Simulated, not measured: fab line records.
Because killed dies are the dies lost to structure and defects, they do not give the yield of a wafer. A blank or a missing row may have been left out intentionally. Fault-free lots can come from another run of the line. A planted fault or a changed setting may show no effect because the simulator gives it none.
Code-filled problem report in 8D (eight disciplines) form / flow sky130 / the parts of the form that need people (team, actions taken, sign-off) are left out

## 1. PROBLEM STATEMENT
Mean of killed_at_M4_up at SKY_PAD_OPEN_PROBE_99: 55.8 across 9 wafers in 3 lots; on wafers with no fault it is 3.4 (standard deviation 1.7). Relative to the usual mean, that is a shift of +31 standard deviations.
Seen first at day 49 22:51 on prober-02, wafer L493.1. The record holds 9 wafers of 3 lots with a number at this step. The rule behind "out" and "out of limits": a value lying over 4 standard deviations away from the usual mean. All remaining wafers that have a number are taken as sound.

## 2. WHAT THIS IS AND IS NOT
question=which readings at this step; is=killed_at_M4_up, sort_bin_3_pad_short; is not=killedAtFrontEnd
question=which lots; is=L493, L495, L496; is not=-
question=which wafers of those lots; is=all that have a number; is not=-
question=read on which tools; is=prober-01, prober-02; is not=-
question=when; is=from day 49 22:51; is not=up to then (0 sound wafers)

## 3. SUSPECTS, AND WHAT RULES EACH OUT
Counting: any tool at a process step up to the reading is kept as a suspect provided that every lot that is out went through it and no sound lot did after the first of them.
- wetBench-03 at SKY_VIA4_STRIP_14 (strips in post etch residue remover, time 1200 s): kept. It ran every lot that is out, first L493 (day 47 09:44), and no sound lot after that.
Remaining after the count: wetBench-03 at SKY_VIA4_STRIP_14.

## 4. THE CAUSE (what the simulator had put in)
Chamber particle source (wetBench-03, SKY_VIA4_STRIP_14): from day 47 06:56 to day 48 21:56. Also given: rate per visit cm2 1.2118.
The count eliminated every tool but this one.

## 5. THE EFFECT CHAIN, in route order
One row per reading whose mean, taken over the struck wafers that have a number, lies over 3 standard deviations from the usual. Only readings whose record carries a usual standard deviation are examined. hours: median over the lots of the time between each lot's start at the first step of this table that gives one and its start at this step. sigmas: the change, counted in usual standard deviations.
hours=0; step=SKY_PAD_OPEN_PROBE_99; reading=defectLimitedYield; usual=82.5 %; on struck wafers=73.7; change=-8.8; sigmas=-4.4
hours=0; step=SKY_PAD_OPEN_PROBE_99; reading=killed_at_M4_up; usual=3.4; on struck wafers=55.8; change=+52.4; sigmas=+31
hours=0; step=SKY_PAD_OPEN_PROBE_99; reading=killedDies; usual=86; on struck wafers=130; change=+44; sigmas=+4.5
hours=0; step=SKY_PAD_OPEN_PROBE_99; reading=sort_bin_3_pad_short; usual=0.9 %; on struck wafers=3.7; change=+2.8; sigmas=+6.7
hours=0; step=SKY_PAD_OPEN_PROBE_99; reading=sort_bin_5_function; usual=10.4 %; on struck wafers=15.9; change=+5.5; sigmas=+3.9
hours=0; step=SKY_PAD_OPEN_PROBE_99; reading=sortNPass; usual=406; on struck wafers=362; change=-44; sigmas=-4.5
hours=0; step=SKY_PAD_OPEN_PROBE_99; reading=sortYieldPct; usual=82.5 %; on struck wafers=73.7; change=-8.8; sigmas=-4.4
The process steps in it:
- SKY_PAD_OPEN_PROBE_99

## 6. WHAT WOULD HAVE CAUGHT IT SOONER
In this record the first reading out of limits was taken at day 49 22:51, 64 hours after the fault began at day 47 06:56.
No tool reading at SKY_VIA4_STRIP_14 that has a usual standard deviation in the record was out on any struck wafer, so an alarm limit of 4 standard deviations on those readings would not have fired.
By day 49 22:51, every lot that is out (3) had started SKY_VIA4_STRIP_14 on wetBench-03. Had the tool been put on hold then, not one of them would have been saved.
